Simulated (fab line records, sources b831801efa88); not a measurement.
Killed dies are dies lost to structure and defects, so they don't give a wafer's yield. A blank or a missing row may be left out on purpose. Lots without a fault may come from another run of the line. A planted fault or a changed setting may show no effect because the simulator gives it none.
Chamber matching | flow gf180mcu | GF_V1_CVD_02 on pecvd-03: 3 sister chambers
The step deposits SiO2 from TEOS, target thk 850 nm, time 94.851 s. 18 wafers are shown with their chamber, then 9 later ones without.

WAFERS WITH THEIR CHAMBER
wafer  | chamber | heater_power_w (W)
L077.2 | 1       | 568
L077.4 | 0       | 659
L077.5 | 2       | 382
L079.1 | 1       | 613
L079.2 | 2       | 405
L079.3 | 0       | 772
L084.1 | 0       | 694
L084.3 | 2       | 450
L084.4 | 0       | 723
L088.1 | 0       | 715
L088.3 | 1       | 633
L088.6 | 2       | 454
L090.2 | 0       | 741
L090.4 | 0       | 775
L090.6 | 1       | 621
L091.1 | 0       | 603
L091.3 | 2       | 453
L091.4 | 2       | 471

SIGNATURES (means of the wafers above)
reading        | chamber 0 | chamber 1 | chamber 2 | scatter within a chamber
heater_power_w | 710.25    | 608.75    | 435.83    | 46.1
Rule: a wafer's distance from a chamber is the root of the sum, over the readings, of the square of ((its reading less the chamber's mean) divided by the reading's scatter). The wafer belongs to the nearest chamber; if the next one is less than 2 further off, it can't be placed. The scatter: the root of (the sum of the squares of (reading less its chamber's mean) over the shown wafers, divided by (wafers less chambers)).

WAFERS WITHOUT THEIR CHAMBER
wafer  | heater_power_w (W)
L093.2 | 476
L093.3 | 578
L093.6 | 384
L096.4 | 467
L096.5 | 570
L096.6 | 731
L097.1 | 575
L097.3 | 760
L097.5 | 614

WHICH CHAMBER EACH WENT THROUGH
wafer  | from the rows above     | in truth
L093.2 | 2                       | 2
L093.3 | 1                       | 1
L093.6 | 2                       | 2
L096.4 | 2                       | 2
L096.5 | 1                       | 1
L096.6 | 0                       | 0
L097.1 | 1                       | 1
L097.3 | 0                       | 0
L097.5 | can't be placed: 1 or 0 | 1
Placed correctly: 8 of 9. Can't be placed from these rows: 1 (the true chamber is among the candidates in 1). Placed wrongly: 0.
